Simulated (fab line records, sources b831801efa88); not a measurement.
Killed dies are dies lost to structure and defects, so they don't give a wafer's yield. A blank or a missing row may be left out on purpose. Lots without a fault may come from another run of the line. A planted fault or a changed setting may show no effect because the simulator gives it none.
Problem report in the 8D (eight disciplines) form, filled by code | flow sfq_line | the parts of the form that need people (team, actions taken, sign-off) are left out

1. THE PROBLEM
heater_power_total_W at SFQ_TRILAYER_I3_VIA_LITHO_PEB_088 reads a mean of 77.38 W on 6 wafers of 2 lots; wafers without a fault read 79.15 W with a standard deviation of 0.068. That is -26 standard deviations from the usual mean.
The step: peb time 60 s.
First seen on wafer L869.1, day 50 17:24, on litho_track-04. The record holds 42 wafers of 14 lots with a number at this step. Rule for "out", or "out of limits": more than 4 standard deviations from the usual mean. The other wafers with a number count as sound.

2. WHAT IT IS AND WHAT IT IS NOT
question                    | is                                 | is not
which readings at this step | heater_power_total_W, plate_temp_C | -
which lots                  | L869, L872                         | L863, L864, L865, L871, L877, L878, L879, L880, L881, L882, L883, L884
which wafers of those lots  | all that have a number             | -
read on which tools         | litho_track-04                     | litho_track-01, litho_track-03
when                        | from day 50 17:24                  | up to then (9 sound wafers); but 27 sound wafers of L871, L877, L878, L879, L880, L881, L882, L883, L884 came after

3. SUSPECTS, AND WHAT RULES EACH OUT
Counting: a tool at a process step up to the reading stays a suspect if it ran every lot that is out and no sound lot after the first of them.
- litho_track-04 at SFQ_TRILAYER_I3_VIA_LITHO_PEB_088 (peb time 60 s): ruled out as a lasting fault. Sound lots L880, L882 ran on it after its first lot that is out, L869 (day 50 17:24).
Left after counting: nothing in the record.

4. THE CAUSE (what the simulator had put in)
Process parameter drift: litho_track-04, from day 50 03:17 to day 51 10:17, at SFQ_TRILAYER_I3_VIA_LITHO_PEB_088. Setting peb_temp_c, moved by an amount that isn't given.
Counting ruled it out, wrongly.

5. THE CHAIN OF EFFECTS, in route order
Each row: a reading whose mean over the struck wafers that have a number lies more than 3 standard deviations from the usual. Only readings for which the record gives a usual standard deviation are gone through. hours: the time from each lot's start at the first step in this table that gives one to its start at this step, as a median over the lots. sigmas: the change in usual standard deviations.
hours | step                              | reading              | usual    | on struck wafers | change | sigmas
0     | SFQ_TRILAYER_I3_VIA_LITHO_PEB_088 | heater_power_total_W | 79.15 W  | 77.38            | -1.77  | -26
0     | SFQ_TRILAYER_I3_VIA_LITHO_PEB_088 | plate_temp_C         | 115.03 C | 113.01           | -2.02  | -16
The process steps in it:
- SFQ_TRILAYER_I3_VIA_LITHO_PEB_088: peb time 60 s.

6. WHAT WOULD HAVE CAUGHT IT SOONER
In this record the first reading out of limits was taken at day 50 17:24, 14 hours after the fault began at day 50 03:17.
